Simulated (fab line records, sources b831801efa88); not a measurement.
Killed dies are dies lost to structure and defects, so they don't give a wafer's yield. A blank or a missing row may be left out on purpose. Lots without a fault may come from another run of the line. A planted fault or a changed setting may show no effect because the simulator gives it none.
fab line records | flow sky130
record lots=5 wafers=23
route steps=708 shown VIA1@458 METAL2@485 VIA2@507
start_h: hours from the record's first day to the start of the lot's first wafer shown | wait_h: hours since the lot's step before | " the same as in the row above | L1.1+2: a row that stands for several wafers | - no value, or no start given | * or withheld: withheld | < > ~ a bound
route shown NAME@n: a module of which the file shows steps, and the number in the route of the first | usual: mean/standard deviation of fault-free wafers | same: alike in all rows | chamber/n: place in a boat | sites: the reading at each site | _std_site: their standard deviation | _edge_site: outer sites' mean less inner sites' | radius_mm: how far each site lies from the wafer's centre | mask NAME#n: copy n | behind: the tool/chamber that last shaped the wafer | hold: why the lot was held/for how many hours/how that ended | device: the transistor (n, p or np) that didn't switch | end of line: the same wafers' tests at the end of the route | a step without rows: its recipe alone | killed: dies lost to structure and defects at the first sort, not the wafer's yield | map: a wafer's dies, x killed, . not, _ none there
set.NAME: the setting as run; set.NAME@STEP: as run at that earlier step | model.NAME: the simulator's own value behind a step, which no gauge read
lots whose settings were changed on purpose; a table a step, a row a wafer
## steps
# step SKY_VIA1_HDPCVD_00
# recipe material=SiO2 target_thk_nm=1030 sigma_open_frac=0.3 time_s=171.7 temp_c=400 sih4_flow_sccm=60 pressure_mtorr=6
# columns lot.wafer tool chamber start_h wait_h set.time_s model.SiO2_of_VIA1_HDPCVD_00.thk_nm
L077.1 hdpcvd-01 0 787.64 0.0 171.7 1012
L077.2 " 2 " " 171.7 1030
L077.3 " 1 " " 171.7 1023
L077.4 " 1 " " 171.7 1042
L077.5 " 0 " " 171.7 1013
L079.1 hdpcvd-01 2 806.13 0.0 179.7 1069
L079.2 " 1 " " 179.7 1073
L079.3 " 0 " " 171.7 1014
L079.4 " 0 " " 171.7 1001
L079.5 " 2 " " 179.7 1075
L080.2+4 hdpcvd-02 2,0 810.85 0.0 171.7 -
L080.3 " 0 " " 171.7 1036
L080.5 " 1 " " 171.7 1042
L080.6 " 2 " " 171.7 1043
L083.1+4 hdpcvd-01 2 854.71 0.0 171.7 -
L083.3 " 0 " " 188 1125
L083.5 " 1 " " 188 1149
L083.6 " 0 " " 171.7 1031
L085.1 hdpcvd-01 0 868.96 0.0 171.7 1026
L085.2 " 1 " " 171.7 1056
L085.4 " 1 " " 171.7 1055
# step SKY_VIA1_THK_MEAS_01
# recipe reads=SiO2_of_VIA1_HDPCVD_00
# usual VIA1_HDPCVD_THK=1034/13
# columns lot.wafer tool chamber start_h wait_h set.time_s@VIA1_HDPCVD_00 VIA1_HDPCVD_THK[nm]
L077.1 film_metro-01 - 787.76 0.1 171.7 1012
L077.2 " - " " 171.7 1030
L077.3 " - " " 171.7 1023
L077.4 " - " " 171.7 1042
L077.5 " - " " 171.7 1013
L079.1 film_metro-01 - 806.24 0.1 179.7 1070
L079.2 " - " " 179.7 1073
L079.3 " - " " 171.7 1015
L079.4 " - " " 171.7 1001
L079.5 " - " " 179.7 1076
L080.2 film_metro-02 - 810.98 0.1 171.7 1042
L080.3 " - " " 171.7 1036
L080.4 " - " " 171.7 1028
L080.5 " - " " 171.7 1043
L080.6 " - " " 171.7 1043
L083.1 film_metro-04 - 854.82 0.1 171.7 1058
L083.3 " - " " 188 1126
L083.4 " - " " 171.7 1043
L083.5 " - " " 188 1148
L083.6 " - " " 171.7 1031
L085.1 film_metro-01 - 869.07 0.1 171.7 1026
L085.2 " - " " 171.7 1056
L085.4 " - " " 171.7 1055
# step SKY_VIA1_COAT_07
# recipe resist=KrF-thick spin_rpm=3000 resist_thk_nm=450
# columns lot.wafer tool chamber start_h wait_h set.spin_rpm model.KrF-thick_of_VIA1_COAT_07.thk_nm
L077.1 litho_track-02 0 - - 2785 468.5
L077.2 " 0 " " 3000 450.7
L077.3 " 0 " " 2785 466.4
L077.4 " 0 " " 3000 451
L077.5 " 0 " " 3000 450.9
L079.1 litho_track-02 0 - - 3000 448.8
L079.2 " 0 " " 3000 449.9
L079.3 " 0 " " 3000 448.2
L079.4 " 0 " " 3000 448.7
L079.5 " 0 " " 3000 449.5
L080.2 litho_track-03 0 - - 3207 433.6
L080.3 " 0 " " 3207 433.5
L080.4 " 0 " " 3000 448.4
L080.5 " 0 " " 3000 447.7
L080.6 " 0 " " 3000 445.8
L083.1 litho_track-04 0 - - 3000 450.4
L083.3 " 0 " " 3000 450.1
L083.4 " 0 " " 3111 442
L083.5 " 0 " " 3111 443.7
L083.6 " 0 " " 3000 449.5
L085.1+2+4 litho_track-03 0 - - 3000 451.3
# step SKY_VIA1_DEVELOP_11
# recipe develop_time_s=60 resist=KrF-thick dev_temp_c=21
# columns lot.wafer tool chamber start_h wait_h set.develop_time_s
L077.1+2+4 litho_track-02 0 - - 60
L077.3+5 " 0 " " 69
L079.1+4 litho_track-04 0 - - 67.31
L079.2+3+5 " 0 " " 60
L080.2+4+6 litho_track-02 0 - - 60
L080.3+5 " 0 " " 56.56
L083.1+4+5 litho_track-04 0 - - 60
L083.3+6 " 0 " " 67.79
L085.1+2+4 litho_track-03 0 - - 60
# step SKY_VIA1_ETCH_14
# recipe chemistry=N2/H2 target=BARC ion_energy_ev=200 source_w=500 bias_w=100 pressure_mtorr=30 n2_flow_sccm=100 h2_flow_sccm=200 stop_on=SiO2 time_s=45.9 target_depth_a=600
# columns lot.wafer tool chamber start_h wait_h set.spin_rpm@VIA1_COAT_07 model.KrF-thick_of_VIA1_COAT_07.thk_nm
L077.1 rie_diel-03 3 814.73 0.0 2785 411.7
L077.2 " 2 " " 3000 393.8
L077.3 " 1 " " 2785 410.4
L077.4 " 3 " " 3000 394.4
L077.5 " 2 " " 3000 394
L079.1 rie_diel-01 1 833.30 0.0 3000 391.8
L079.2 " 0 " " 3000 392.1
L079.3 " 2 " " 3000 390.8
L079.4 " 3 " " 3000 390.1
L079.5 " 3 " " 3000 391.5
L080.2 rie_diel-04 3 837.83 0.0 3207 375.3
L080.3 " 1 " " 3207 376.6
L080.4 " 2 " " 3000 390.8
L080.5 " 1 " " 3000 390.7
L080.6 " 0 " " 3000 389.1
L083.1 rie_diel-04 3 881.00 0.0 3000 391.9
L083.3 " 1 " " 3000 393.1
L083.4 " 2 " " 3111 384.2
L083.5 " 1 " " 3111 386.9
L083.6 " 2 " " 3000 391.2
L085.1 rie_diel-01 2 895.93 0.0 3000 394.3
L085.2+4 " 0,1 " " 3000 393.9
# step SKY_VIA1_ETCH_15
# recipe target=SiO2 chemistry=C4F8/O2/Ar target_depth_nm=351 stop_on=TiN mask_material=KrF-thick source_w=1500 bias_w=1224 pressure_mtorr=40 c4f8_flow_sccm=withheld O2_flow_sccm=6 Ar_flow_sccm=300 time_s=54
# columns lot.wafer tool chamber start_h wait_h set.spin_rpm@VIA1_COAT_07 model.KrF-thick_of_VIA1_COAT_07.thk_nm
L077.1 rie_diel-03 3 814.77 0.0 2785 342
L077.2 " 2 " " 3000 323.4
L077.3 " 1 " " 2785 342.6
L077.4 " 3 " " 3000 324.5
L077.5 " 2 " " 3000 324.4
L079.1 rie_diel-01 1 833.34 0.0 3000 322.8
L079.2 " 0 " " 3000 321.3
L079.3 " 2 " " 3000 320.2
L079.4 " 3 " " 3000 318.6
L079.5 " 3 " " 3000 320.7
L080.2 rie_diel-04 3 837.87 0.0 3207 303.2
L080.3 " 1 " " 3207 305.9
L080.4 " 2 " " 3000 318.9
L080.5 " 1 " " 3000 320.2
L080.6 " 0 " " 3000 318.4
L083.1 rie_diel-04 3 881.04 0.0 3000 319
L083.3 " 1 " " 3000 323.6
L083.4 " 2 " " 3111 312.2
L083.5 " 1 " " 3111 316.9
L083.6 " 2 " " 3000 319.9
L085.1 rie_diel-01 2 895.98 0.0 3000 323.1
L085.2 " 0 " " 3000 322.4
L085.4 " 1 " " 3000 323.2
# step SKY_VIA1_STRIP_16
# recipe chemistry=O2/N2 power_w=1400 pressure_mtorr=1500 platen_temp_c=withheld o2_flow_sccm=3000 n2_flow_sccm=300 overash_fraction=0.5
# usual strip_time_to_endpoint_s=4.454/0.028
# columns lot.wafer tool chamber start_h wait_h set.spin_rpm@VIA1_COAT_07 strip_time_to_endpoint_s
L077.1 plasma_asher-02 0 814.82 0.0 2785 4.670
L077.2 " 1 " " 3000 4.470
L077.3 " 0 " " 2785 4.666
L077.4 " 1 " " 3000 4.474
L077.5 " 1 " " 3000 4.475
L079.1 plasma_asher-02 0 833.38 0.0 3000 4.454
L079.2 " 1 " " 3000 4.463
L079.3 " 1 " " 3000 4.432
L079.4 " 0 " " 3000 4.413
L079.5 " 0 " " 3000 4.437
L080.2 plasma_asher-02 1 837.92 0.0 3207 4.256
L080.3 " 0 " " 3207 4.295
L080.4 " 1 " " 3000 4.419
L080.5 " 0 " " 3000 4.433
L080.6 " 1 " " 3000 4.422
L083.1 plasma_asher-01 0 881.08 0.0 3000 4.407
L083.3 " 0 " " 3000 4.472
L083.4 " 1 " " 3111 4.359
L083.5 " 1 " " 3111 4.405
L083.6 " 0 " " 3000 4.434
L085.1 plasma_asher-03 1 896.02 0.0 3000 4.449
L085.2 " 0 " " 3000 4.449
L085.4 " 0 " " 3000 4.462
# step SKY_VIA1_SPUTTER_20
# recipe material=TiN target_thk_nm=20 chamber_pressure_pa=5 power_w=4000 time_s=80
# columns lot.wafer tool chamber start_h wait_h set.chamber_pressure_pa model.TiN_of_VIA1_SPUTTER_20.thk_nm
L077.1 pvd_sputter-01 - 815.41 0.0 5.63 17.18
L077.2 " - " " 5.63 17.56
L077.3 " - " " 5.63 17.64
L077.4 " - " " 5.63 17.65
L077.5 " - " " 5.63 17.44
L079.1 pvd_sputter-04 - 833.99 0.0 5 19.6
L079.2 " - " " 5 19.51
L079.3 " - " " 5 19.49
L079.4 " - " " 5 20.14
L079.5 " - " " 5 19.98
L080.2 pvd_sputter-04 - 838.55 0.0 5.26 18.97
L080.3 " - " " 5.26 19.04
L080.4 " - " " 5.26 19.05
L080.5 " - " " 5.26 19.51
L080.6 " - " " 5.26 19.17
L083.1 pvd_sputter-03 - 881.68 0.0 4.438 22.55
L083.3 " - " " 4.438 22.32
L083.4 " - " " 4.438 22.36
L083.5 " - " " 4.438 22.37
L083.6 " - " " 4.438 22.69
L085.1 pvd_sputter-03 - 896.62 0.0 5 20.12
L085.2 " - " " 5 19.93
L085.4 " - " " 5 20.36
# step SKY_METAL2_SPUTTER_02
# recipe material=AlCu target_thk_nm=250 power_w=10600 time_s=13.3 chamber_pressure_pa=0.4
# columns lot.wafer tool chamber start_h wait_h set.power_w model.AlCu_of_METAL2_SPUTTER_02.thk_nm
L077.1 pvd_sputter-02 - 816.09 0.0 10600 246.8
L077.2 " - " " 10600 246.1
L077.3 " - " " 10600 249.2
L077.4 " - " " 10600 249
L077.5 " - " " 10600 250.8
L079.1 pvd_sputter-02 - 834.67 0.0 10600 249.9
L079.2 " - " " 10150 233.1
L079.3 " - " " 10150 239.3
L079.4 " - " " 10600 249.3
L079.5 " - " " 10600 244
L080.2 pvd_sputter-03 - 839.23 0.0 9756 235
L080.3 " - " " 10600 251.7
L080.4 " - " " 9756 234.4
L080.5 " - " " 10600 255.2
L080.6 " - " " 10600 249.7
L083.1 pvd_sputter-01 - 882.36 0.0 11400 270.7
L083.3 " - " " 10600 249.1
L083.4 " - " " 11400 269.2
L083.5 " - " " 10600 252.3
L083.6 " - " " 10600 253.2
L085.1 pvd_sputter-01 - 897.39 0.0 10600 250
L085.2 " - " " 10600 249.3
L085.4 " - " " 10600 245.9
# step SKY_METAL2_SPUTTER_03
# recipe material=Ti target_thk_nm=5 power_w=3000 time_s=3.3 chamber_pressure_pa=0.4
# step SKY_METAL2_SPUTTER_04
# recipe material=TiN target_thk_nm=70 power_w=6500 time_s=58.3 chamber_pressure_pa=0.4
# step SKY_METAL2_RS_MEAS_05
# recipe thk_meas_gauge=four-point-probe reads=TiN_of_METAL2_SPUTTER_04+Ti_of_METAL2_SPUTTER_03+AlCu_of_METAL2_SPUTTER_02+TiN_of_METAL2_SPUTTER_01+Ti_of_METAL2_SPUTTER_00
# usual METAL2_ALCU_RS=0.1270/0.0016
# columns lot.wafer tool chamber start_h wait_h set.power_w@METAL2_SPUTTER_02 METAL2_ALCU_RS[ohm/sq]
L077.1 film_metro-02 - 816.18 0.0 10600 0.1283
L077.2 " - " " 10600 0.1287
L077.3 " - " " 10600 0.1267
L077.4 " - " " 10600 0.1269
L077.5 " - " " 10600 0.1259
L079.1 film_metro-03 - 834.76 0.0 10600 0.1267
L079.2 " - " " 10150 0.1362
L079.3 " - " " 10150 0.1324
L079.4 " - " " 10600 0.1270
L079.5 " - " " 10600 0.1298
L080.2 film_metro-01 - 839.34 0.0 9756 0.1349
L080.3 " - " " 10600 0.1260
L080.4 " - " " 9756 0.1353
L080.5 " - " " 10600 0.1240
L080.6 " - " " 10600 0.1266
L083.1 film_metro-02 - 882.45 0.0 11400 0.1169
L083.3 " - " " 10600 0.1272
L083.4 " - " " 11400 0.1175
L083.5 " - " " 10600 0.1255
L083.6 " - " " 10600 0.1249
L085.1 film_metro-02 - 897.49 0.0 10600 0.1264
L085.2 " - " " 10600 0.1268
L085.4 " - " " 10600 0.1286
# step SKY_METAL2_THK_MEAS_06
# recipe thk_meas_gauge=xrf reads=AlCu_of_METAL2_SPUTTER_02
# usual METAL2_ALCU_THK=251/3.5
# columns lot.wafer tool chamber start_h wait_h set.power_w@METAL2_SPUTTER_02 METAL2_ALCU_THK[nm]
L077.1 film_metro-02 - 816.30 0.1 10600 247
L077.2 " - " " 10600 246
L077.3 " - " " 10600 250
L077.4 " - " " 10600 250
L077.5 " - " " 10600 251
L079.1 film_metro-03 - 834.88 0.1 10600 254
L079.2 " - " " 10150 233
L079.3 " - " " 10150 240
L079.4 " - " " 10600 252
L079.5 " - " " 10600 245
L080.2 film_metro-01 - 839.45 0.1 9756 237
L080.3 " - " " 10600 255
L080.4 " - " " 9756 237
L080.5 " - " " 10600 258
L080.6 " - " " 10600 254
L083.1 film_metro-02 - 882.57 0.1 11400 274
L083.3 " - " " 10600 251
L083.4 " - " " 11400 271
L083.5 " - " " 10600 254
L083.6 " - " " 10600 255
L085.1 film_metro-02 - 897.61 0.1 10600 252
L085.2 " - " " 10600 251
L085.4 " - " " 10600 247
# step SKY_VIA2_HDPCVD_00
# recipe material=SiO2 target_thk_nm=1180 sigma_open_frac=0.3 time_s=196.7 temp_c=400 sih4_flow_sccm=60 pressure_mtorr=6
# columns lot.wafer tool chamber start_h wait_h set.time_s model.SiO2_of_VIA2_HDPCVD_00.thk_nm
L077.1 hdpcvd-01 1 843.72 0.0 196.7 1199
L077.2 " 2 " " 220.8 1314
L077.3 " 0 " " 220.8 1324
L077.4 " 2 " " 196.7 1160
L077.5 " 0 " " 220.8 1327
L079.1 hdpcvd-02 0 861.85 0.0 196.7 1187
L079.2 " 1 " " 196.7 1175
L079.3 " 2 " " 196.7 1152
L079.4 " 0 " " 196.7 1194
L079.5 " 1 " " 196.7 1168
L080.2 hdpcvd-01 0 865.94 0.0 196.7 1185
L080.3+5 " 2,0 " " 196.7 1177
L080.4 " 1 " " 196.7 1196
L080.6 " 2 " " 196.7 1160
L083.1 hdpcvd-02 2 910.17 0.0 196.7 1175
L083.3 " 0 " " 180.4 1100
L083.4 " 0 " " 180.4 1093
L083.5 " 1 " " 180.4 1076
L083.6 " 2 " " 196.7 1157
L085.1 hdpcvd-02 2 923.53 0.0 196.7 1171
L085.2 " 0 " " 196.7 1192
L085.4 " 2 " " 196.7 1158
# step SKY_VIA2_THK_MEAS_01
# recipe reads=SiO2_of_VIA2_HDPCVD_00
# usual VIA2_HDPCVD_THK=1176/15
# columns lot.wafer tool chamber start_h wait_h set.time_s@VIA2_HDPCVD_00 VIA2_HDPCVD_THK[nm]
L077.1 film_metro-03 - 843.84 0.1 196.7 1199
L077.2 " - " " 220.8 1315
L077.3 " - " " 220.8 1324
L077.4 " - " " 196.7 1161
L077.5 " - " " 220.8 1328
L079.1 film_metro-03 - 861.98 0.1 196.7 1187
L079.2 " - " " 196.7 1174
L079.3 " - " " 196.7 1152
L079.4 " - " " 196.7 1194
L079.5 " - " " 196.7 1167
L080.2 film_metro-03 - 866.08 0.1 196.7 1186
L080.3 " - " " 196.7 1177
L080.4 " - " " 196.7 1197
L080.5 " - " " 196.7 1177
L080.6 " - " " 196.7 1160
L083.1 film_metro-03 - 910.29 0.1 196.7 1175
L083.3 " - " " 180.4 1100
L083.4 " - " " 180.4 1092
L083.5 " - " " 180.4 1076
L083.6 " - " " 196.7 1157
L085.1 film_metro-03 - 923.66 0.1 196.7 1171
L085.2 " - " " 196.7 1192
L085.4 " - " " 196.7 1159
# step SKY_VIA2_COAT_06
# recipe resist=BARC temp_c=withheld time_s=withheld spin_rpm=3000 resist_thk_nm=60
# columns lot.wafer tool chamber start_h wait_h set.spin_rpm
L077.1+2+3 litho_track-01 0 857.39 0.1 3109
L077.4+5 " 0 " " 3000
L079.1+5 litho_track-03 0 874.53 0.1 3201
L079.2+3+4 " 0 " " 3000
L080.2+5 litho_track-01 0 879.07 0.1 3103
L080.3+4+6 " 0 " " 3000
L083.1+4+6 litho_track-01 0 922.74 0.1 2781
L083.3+5 " 0 " " 3000
L085.1+2+4 litho_track-03 0 936.43 0.1 3000
# step SKY_VIA2_COAT_07
# recipe resist=KrF-thick spin_rpm=3000 resist_thk_nm=450
# step SKY_VIA2_SOFTBAKE_08
# recipe temp_c=100 time_s=90 resist=KrF-thick
# step SKY_VIA2_ETCH_14
# recipe chemistry=N2/H2 target=BARC ion_energy_ev=200 source_w=500 bias_w=100 pressure_mtorr=30 n2_flow_sccm=100 h2_flow_sccm=200 stop_on=SiO2 time_s=45.9 target_depth_a=600
# columns lot.wafer tool chamber start_h wait_h set.spin_rpm@VIA2_COAT_06 model.etch.depth_nm
L077.1 rie_diel-03 0 871.00 0.0 3109 59.08
L077.2 " 3 " " 3109 -
L077.3 " 1 " " 3109 59.12
L077.4+5 " 3,0 " " 3000 -
L079.1 rie_diel-03 0 888.53 0.0 3201 -
L079.2+4 " 3,2 " " 3000 -
L079.3 " 1 " " 3000 60.09
L079.5 " 0 " " 3201 58.06
L080.2 rie_diel-02 1 892.60 0.0 3103 -
L080.3+4+6 " 3,0,1 " " 3000 -
L080.5 " 3 " " 3103 59.45
L083.1+4 rie_diel-04 3,0 935.38 0.0 2781 -
L083.3 " 2 " " 3000 60.07
L083.5 " 3 " " 3000 -
L083.6 " 0 " " 2781 62.39
L085.1 rie_diel-03 0 948.59 0.0 3000 59.88
L085.2 " 3 " " 3000 59.69
L085.4 " 1 " " 3000 59.76
# step SKY_VIA2_CVD_21
# recipe material=W target_thk_nm=420 time_s=126.4 temp_c=400 pressure_torr=40
# columns lot.wafer tool chamber start_h wait_h set.temp_c model.W_of_VIA2_CVD_21.thk_nm
L077.1 cvd_w-02 1 871.75 0.0 400 429.2
L077.2 " 1 " " 410.6 510.8
L077.3 " 1 " " 400 428.9
L077.4 " 1 " " 410.6 513.8
L077.5 " 1 " " 400 428.2
L079.1 cvd_w-01 1 889.29 0.0 400 444
L079.2 " 0 " " 400 420.5
L079.3 " 0 " " 400 419.8
L079.4 " 1 " " 400 440.1
L079.5 " 1 " " 400 441.7
L080.2 cvd_w-02 1 893.36 0.0 389 349.4
L080.3 " 0 " " 400 428.4
L080.4 " 1 " " 400 426.3
L080.5 " 0 " " 389 348.5
L080.6 " 1 " " 389 352.2
L083.1 cvd_w-01 1 936.14 0.0 400 442.5
L083.3 " 1 " " 400 439.5
L083.4 " 0 " " 400 417.8
L083.5 " 0 " " 400 422.8
L083.6 " 1 " " 400 438.5
L085.1 cvd_w-02 1 949.34 0.0 400 417.3
L085.2 " 0 " " 400 421.5
L085.4 " 0 " " 400 422.3
# step SKY_VIA2_RS_MEAS_22
# recipe thk_meas_gauge=four-point-probe reads=W_of_VIA2_CVD_21+TiN_of_VIA2_SPUTTER_20
# usual VIA2_W_RS=0.268/0.0047
# columns lot.wafer tool chamber start_h wait_h set.temp_c@VIA2_CVD_21 VIA2_W_RS[ohm/sq]
L077.1 film_metro-03 - 872.01 0.2 400 0.266
L077.2 " - " " 410.6 0.223
L077.3 " - " " 400 0.267
L077.4 " - " " 410.6 0.222
L077.5 " - " " 400 0.267
L079.1 film_metro-04 - 889.42 0.1 400 0.258
L079.2 " - " " 400 0.273
L079.3 " - " " 400 0.273
L079.4 " - " " 400 0.260
L079.5 " - " " 400 0.259
L080.2 film_metro-03 - 893.51 0.1 389 0.328
L080.3 " - " " 400 0.267
L080.4 " - " " 400 0.268
L080.5 " - " " 389 0.329
L080.6 " - " " 389 0.326
L083.1 film_metro-02 - 936.27 0.1 400 0.258
L083.3 " - " " 400 0.260
L083.4 " - " " 400 0.274
L083.5 " - " " 400 0.270
L083.6 " - " " 400 0.260
L085.1 film_metro-02 - 949.47 0.1 400 0.274
L085.2 " - " " 400 0.271
L085.4 " - " " 400 0.270
# step SKY_VIA2_THK_MEAS_23
# recipe thk_meas_gauge=xrf reads=W_of_VIA2_CVD_21
# usual VIA2_W_THK=446/9.2
# columns lot.wafer tool chamber start_h wait_h set.temp_c@VIA2_CVD_21 VIA2_W_THK[nm]
L077.1 film_metro-03 - 872.13 0.1 400 448
L077.2 " - " " 410.6 535
L077.3 " - " " 400 446
L077.4 " - " " 410.6 540
L077.5 " - " " 400 446
L079.1 film_metro-04 - 889.54 0.1 400 469
L079.2 " - " " 400 445
L079.3 " - " " 400 444
L079.4 " - " " 400 463
L079.5 " - " " 400 465
L080.2 film_metro-03 - 893.62 0.1 389 361
L080.3 " - " " 400 448
L080.4 " - " " 400 447
L080.5 " - " " 389 362
L080.6 " - " " 389 363
L083.1 film_metro-02 - 936.39 0.1 400 461
L083.3 " - " " 400 460
L083.4 " - " " 400 430
L083.5 " - " " 400 437
L083.6 " - " " 400 454
L085.1 film_metro-02 - 949.59 0.1 400 429
L085.2 " - " " 400 433
L085.4 " - " " 400 438
## key
split step=SKY_VIA1_HDPCVD_00 setting=time_s stated=171.7 by=wafer
response step=SKY_VIA1_HDPCVD_00 reading=model.SiO2_of_VIA1_HDPCVD_00.thk_nm change=+12 per=1% r=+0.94
response step=SKY_VIA1_THK_MEAS_01 reading=VIA1_HDPCVD_THK change=+10.6 per=1% r=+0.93
split step=SKY_VIA1_COAT_07 setting=spin_rpm stated=3000 by=wafer
response step=SKY_VIA1_COAT_07 reading=model.KrF-thick_of_VIA1_COAT_07.thk_nm change=-2.13 per=1% r=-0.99
response step=SKY_VIA1_ETCH_14 reading=model.KrF-thick_of_VIA1_COAT_07.thk_nm change=-2.17 per=1% r=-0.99
response step=SKY_VIA1_ETCH_15 reading=model.KrF-thick_of_VIA1_COAT_07.thk_nm change=-2.26 per=1% r=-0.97
response step=SKY_VIA1_STRIP_16 reading=strip_time_to_endpoint_s change=* per=1% r=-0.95
split step=SKY_VIA1_DEVELOP_11 setting=develop_time_s stated=60 by=wafer
response none clear
split step=SKY_VIA1_SPUTTER_20 setting=chamber_pressure_pa stated=5 by=lot
response step=SKY_VIA1_SPUTTER_20 reading=model.TiN_of_VIA1_SPUTTER_20.thk_nm change=-0.205 per=1% r=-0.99
split step=SKY_METAL2_SPUTTER_02 setting=power_w stated=10600 by=wafer
response step=SKY_METAL2_SPUTTER_02 reading=model.AlCu_of_METAL2_SPUTTER_02.thk_nm change=+2.36 per=1% r=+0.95
response step=SKY_METAL2_RS_MEAS_05 reading=METAL2_ALCU_RS change=-0.00123 per=1% r=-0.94
response step=SKY_METAL2_THK_MEAS_06 reading=METAL2_ALCU_THK change=+2.54 per=1% r=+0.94
split step=SKY_VIA2_HDPCVD_00 setting=time_s stated=196.7 by=wafer
response step=SKY_VIA2_HDPCVD_00 reading=model.SiO2_of_VIA2_HDPCVD_00.thk_nm change=+10.9 per=1% r=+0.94
response step=SKY_VIA2_THK_MEAS_01 reading=VIA2_HDPCVD_THK change=+10.9 per=1% r=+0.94
split step=SKY_VIA2_COAT_06 setting=spin_rpm stated=3000 by=wafer
response step=SKY_VIA2_ETCH_14 reading=model.etch.depth_nm change=-0.31 per=1% r=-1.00
split step=SKY_VIA2_CVD_21 setting=temp_c stated=400 by=wafer
response step=SKY_VIA2_CVD_21 reading=model.W_of_VIA2_CVD_21.thk_nm change=+29.7 per=1% r=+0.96
response step=SKY_VIA2_RS_MEAS_22 reading=VIA2_W_RS change=-0.0193 per=1% r=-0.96
response step=SKY_VIA2_THK_MEAS_23 reading=VIA2_W_THK change=+32.6 per=1% r=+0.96
